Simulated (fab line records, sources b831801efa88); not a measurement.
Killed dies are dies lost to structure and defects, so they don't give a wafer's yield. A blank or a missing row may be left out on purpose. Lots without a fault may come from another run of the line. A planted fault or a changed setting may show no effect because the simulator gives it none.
Which tool did it? | flow sky130 | 12 lots, 36 wafers sampled, at 5 steps of a route of 708

WHAT THE GAUGES READ, wafer by wafer
SKY_CONTACT_OVL_MEAS_15.
lot  | measured     | on         | CONTACT_OVL (nm)
L448 | day 31 10:11 | overlay-01 | 10 -2 11
L450 | day 32 19:58 | overlay-01 | 3 -2 -1
L451 | day 33 05:10 | overlay-01 | 3 -1 -3
L453 | day 33 09:26 | overlay-01 | -8 -5 6
L452 | day 33 15:55 | overlay-01 | 5 3 1
L461 | day 36 00:38 | overlay-02 | -1 3 -5
L463 | day 36 10:25 | overlay-01 | 6 5 5
L465 | day 37 05:10 | overlay-02 | 3 -2 -1
L467 | day 37 16:11 | overlay-02 | -3 7 1
L468 | day 38 00:26 | overlay-02 | -2 3 -4
L469 | day 38 02:17 | overlay-01 | -2 -4 -5
L470 | day 38 10:43 | overlay-01 | -7 -1 -2

SKY_METAL1_THK_MEAS_06: measures by xrf.
lot  | measured     | on            | METAL1_ALCU_THK (nm)
L448 | day 31 12:04 | film_metro-02 | 252.5 253.2 253.8
L450 | day 32 21:44 | film_metro-02 | 253.6 254.9 252.6
L451 | day 33 06:55 | film_metro-02 | 257.3 256.8 257.4
L453 | day 33 11:09 | film_metro-04 | 251.8 251.5 251.8
L452 | day 33 17:42 | film_metro-04 | 254.7 256.5 252.7
L461 | day 36 02:18 | film_metro-04 | 253.5 254.7 256.1
L463 | day 36 12:10 | film_metro-02 | 254.4 254.3 256.1
L465 | day 37 06:50 | film_metro-04 | 255.7 256.9 256.2
L467 | day 37 18:01 | film_metro-01 | 255.9 256.0 255.5
L468 | day 38 02:25 | film_metro-04 | 253.4 252.8 252.4
L469 | day 38 03:58 | film_metro-02 | 254.3 255.7 256.0
L470 | day 38 12:23 | film_metro-02 | 250.9 248.3 251.0

WHICH TOOL RAN EACH LOT (tool, then ch and the chambers of the sampled wafers, then the start)
lot  | SKY_RES_PROTECT_COAT_02           | SKY_RES_PROTECT_STRIP_07             | SKY_METAL1_SPUTTER_03
L448 | litho_track-02 ch 0, day 14 09:09 | plasma_asher-03 ch 0,1, day 14 22:08 | pvd_sputter-02, day 31 11:51
L450 | litho_track-02 ch 0, day 15 16:45 | plasma_asher-04 ch 0,1, day 16 06:10 | pvd_sputter-04, day 32 21:33
L451 | litho_track-02 ch 0, day 16 03:28 | plasma_asher-04 ch 0, day 16 17:19   | pvd_sputter-04, day 33 06:43
L453 | litho_track-02 ch 0, day 16 10:01 | plasma_asher-02 ch 0,1, day 17 00:05 | pvd_sputter-02, day 33 10:56
L452 | litho_track-03 ch 0, day 16 11:17 | plasma_asher-03 ch 0,1, day 17 01:36 | pvd_sputter-04, day 33 17:31
L461 | litho_track-04 ch 0, day 19 07:44 | plasma_asher-03 ch 0,1, day 20 00:09 | pvd_sputter-01, day 36 02:06
L463 | litho_track-03 ch 0, day 19 20:36 | plasma_asher-02 ch 0,1, day 20 12:26 | pvd_sputter-04, day 36 11:57
L465 | litho_track-04 ch 0, day 20 18:19 | plasma_asher-03 ch 0,1, day 21 10:42 | pvd_sputter-04, day 37 06:39
L467 | litho_track-04 ch 0, day 21 09:35 | plasma_asher-03 ch 0,1, day 22 01:12 | pvd_sputter-04, day 37 17:49
L468 | litho_track-03 ch 0, day 21 15:37 | plasma_asher-03 ch 0,1, day 22 07:42 | pvd_sputter-04, day 38 02:13
L469 | litho_track-04 ch 0, day 21 21:05 | plasma_asher-02 ch 0,1, day 22 13:01 | pvd_sputter-04, day 38 03:46
L470 | litho_track-02 ch 0, day 22 09:30 | plasma_asher-04 ch 0,1, day 23 01:00 | pvd_sputter-02, day 38 12:12
- SKY_RES_PROTECT_COAT_02: resist thk 1140 nm.
- SKY_RES_PROTECT_STRIP_07: strips in O2/N2.
- SKY_METAL1_SPUTTER_03: material Ti, target thk 5 nm, time 3.3 s.

WHAT THE TOOLS THEMSELVES READ (means of the sampled wafers that have a number; where no wafer has one, the mark that the record gives instead)
SKY_RES_PROTECT_COAT_02.
lot  | tool           | resist_line_temp_C (C)
L448 | litho_track-02 | 23.11
L450 | litho_track-02 | 22.94
L451 | litho_track-02 | 22.99
L453 | litho_track-02 | 22.87
L452 | litho_track-03 | 23.00
L461 | litho_track-04 | 23.08
L463 | litho_track-03 | 22.81
L465 | litho_track-04 | 23.04
L467 | litho_track-04 | 22.91
L468 | litho_track-03 | 23.11
L469 | litho_track-04 | 22.97
L470 | litho_track-02 | 22.95

SKY_RES_PROTECT_STRIP_07.
lot  | tool            | drypump_motor_current_A (A) | oes_product_au (a.u.) | strip_time_to_endpoint_s (s)
L448 | plasma_asher-03 | 5.63                        | 0.516                 | 23.26
L450 | plasma_asher-04 | 5.28                        | 0.517                 | 23.35
L451 | plasma_asher-04 | 5.11                        | 0.456                 | 18.18
L453 | plasma_asher-02 | 5.56                        | 0.463                 | 18.16
L452 | plasma_asher-03 | 5.64                        | 0.518                 | 23.31
L461 | plasma_asher-03 | 5.66                        | 0.519                 | 23.28
L463 | plasma_asher-02 | 5.59                        | 0.514                 | 23.27
L465 | plasma_asher-03 | 5.62                        | 0.518                 | 23.29
L467 | plasma_asher-03 | 5.68                        | 0.517                 | 23.30
L468 | plasma_asher-03 | 5.66                        | 0.517                 | 23.25
L469 | plasma_asher-02 | 5.60                        | 0.517                 | 23.33
L470 | plasma_asher-04 | 5.20                        | 0.514                 | 23.30

SKY_METAL1_SPUTTER_03.
lot  | tool           | throttle_valve_pct (%)
L448 | pvd_sputter-02 | 30.3
L450 | pvd_sputter-04 | 30.8
L451 | pvd_sputter-04 | 30.2
L453 | pvd_sputter-02 | 30.8
L452 | pvd_sputter-04 | 30.3
L461 | pvd_sputter-01 | 30.9
L463 | pvd_sputter-04 | 30.4
L465 | pvd_sputter-04 | 31.0
L467 | pvd_sputter-04 | 31.2
L468 | pvd_sputter-04 | 29.8
L469 | pvd_sputter-04 | 30.5
L470 | pvd_sputter-02 | 30.8

THE ANSWER, worked out from the rows above alone
Rule: what is usual is taken from the lots themselves. Put in order of their means at a reading, lots are off if they are a third of the lots or fewer, leave a main group of 4 or more, and stand apart from it by a gap of 3 or more times the standard deviation of the main group's means; of several such gaps the widest counts. A main group whose means are all the same, to the digits that the tables above print for the reading, isn't used. A lot without any number at a reading at which 4 lots or more have one is off too. The other lots that the step has rows for count as sound. The gauges are gone through in route order, then the tools' own readings, and for those a lot's mean is taken as printed above. The first step at which some lot is off is used, and at that step the reading that is off furthest; a lot without a number counts as furthest.
Off: L451, L453, at SKY_RES_PROTECT_STRIP_07 (strip_time_to_endpoint_s). The main group: mean 23.29 s, standard deviation 0.029.
A tool fits if, at that step or a process step before it, it ran every lot that is off, and no sound lot after the first of them. None of those tried fits.

WHAT THE SIMULATOR HAD PUT IN
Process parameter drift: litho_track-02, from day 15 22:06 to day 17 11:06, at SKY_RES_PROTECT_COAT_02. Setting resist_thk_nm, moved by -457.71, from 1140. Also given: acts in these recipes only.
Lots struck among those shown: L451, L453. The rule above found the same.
